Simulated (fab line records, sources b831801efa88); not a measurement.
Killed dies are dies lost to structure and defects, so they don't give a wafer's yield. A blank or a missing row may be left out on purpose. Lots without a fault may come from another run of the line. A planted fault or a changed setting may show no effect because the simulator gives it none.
One fault seen from 2 desks | flow sky130 | each desk has only its own numbers; what lay behind them comes last

THE METROLOGY DESK
What the gauges read, lot by lot, whatever tool the lot ran on: means of the sampled wafers that have a number. A lot is out of limits, marked OUT, if its mean lies more than 4 standard deviations from the usual mean; the brackets give that distance.
Columns: A = cd_nm at SKY_VIA3_CD_MEAS_12, usual 200.5 nm; B = VIA3_W_RS at SKY_VIA3_RS_MEAS_22, usual 0.293 ohm/sq; C = VIA3_W_THK at SKY_VIA3_THK_MEAS_23, usual 397 nm; D = CAP2M_CVD_00_THK at SKY_CAP2M_THK_MEAS_01, usual 15.54 nm
lot  | first seen here | A     | B               | C              | D
L974 | day 41 02:08    | 201.0 | 0.292           | 393            | 15.83
L976 | day 41 21:01    | 200.0 | 0.284           | 411            | 15.53
L977 | day 41 21:13    | 200.2 | 0.296           | 393            | 15.59
L978 | day 42 04:39    | 203.6 | 0.292           | 394            | 15.68
L981 | day 43 04:20    | 200.6 | 0.294           | 393            | 15.46
L982 | day 43 11:36    | 201.8 | 0.293           | 395            | 15.47
L985 | day 44 04:40    | 201.6 | 0.296           | 392            | 15.62
L988 | day 45 07:55    | 200.7 | 0.376 (+19) OUT | 318 (-10) OUT  | 15.62
L990 | day 45 13:20    | 201.2 | 0.294           | 392            | 15.53
L991 | day 45 19:05    | 199.5 | 0.371 (+18) OUT | 322 (-9.7) OUT | 15.20
This desk's finding: out of limits on L988, L991; first on L988, day 45 09:00 (VIA3_W_RS at SKY_VIA3_RS_MEAS_22). In limits: L974, L976, L977, L978, L981, L982, L985, L990.

THE TOOL OWNER'S DESK: cvd_w-02
The tool's own readings at SKY_VIA3_CVD_21 (deposits W, target thk 390 nm, time 117.31 s): means of the sampled wafers that have a number, for each lot that ran on this tool. A lot is out of limits, marked OUT, if its mean lies more than 4 standard deviations from the usual mean; the brackets give that distance.
Columns: A = heater_power_w at SKY_VIA3_CVD_21, usual 857 W
lot  | first seen here | A
L976 | day 41 21:56    | 893
L978 | day 42 05:34    | 884
L988 | day 45 08:52    | 893
L991 | day 45 20:01    | 910
This desk's finding: nothing out of limits on any of the 4 lots.

PUT TOGETHER
The metrology desk could have raised an alarm at day 45 09:00, on L988, L991.
The tool owner's desk saw nothing out of limits.
The tool owner's desk has L988, L991 on record, within its limits.
Of the lots named, all ran SKY_VIA3_CVD_21 on cvd_w-02.

WHAT THE SIMULATOR HAD PUT IN
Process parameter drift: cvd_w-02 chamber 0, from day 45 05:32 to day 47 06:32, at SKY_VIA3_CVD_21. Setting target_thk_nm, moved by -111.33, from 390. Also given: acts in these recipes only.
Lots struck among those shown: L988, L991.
Hours from the fault's start to each desk's first reading out of limits: the metrology desk, 3.
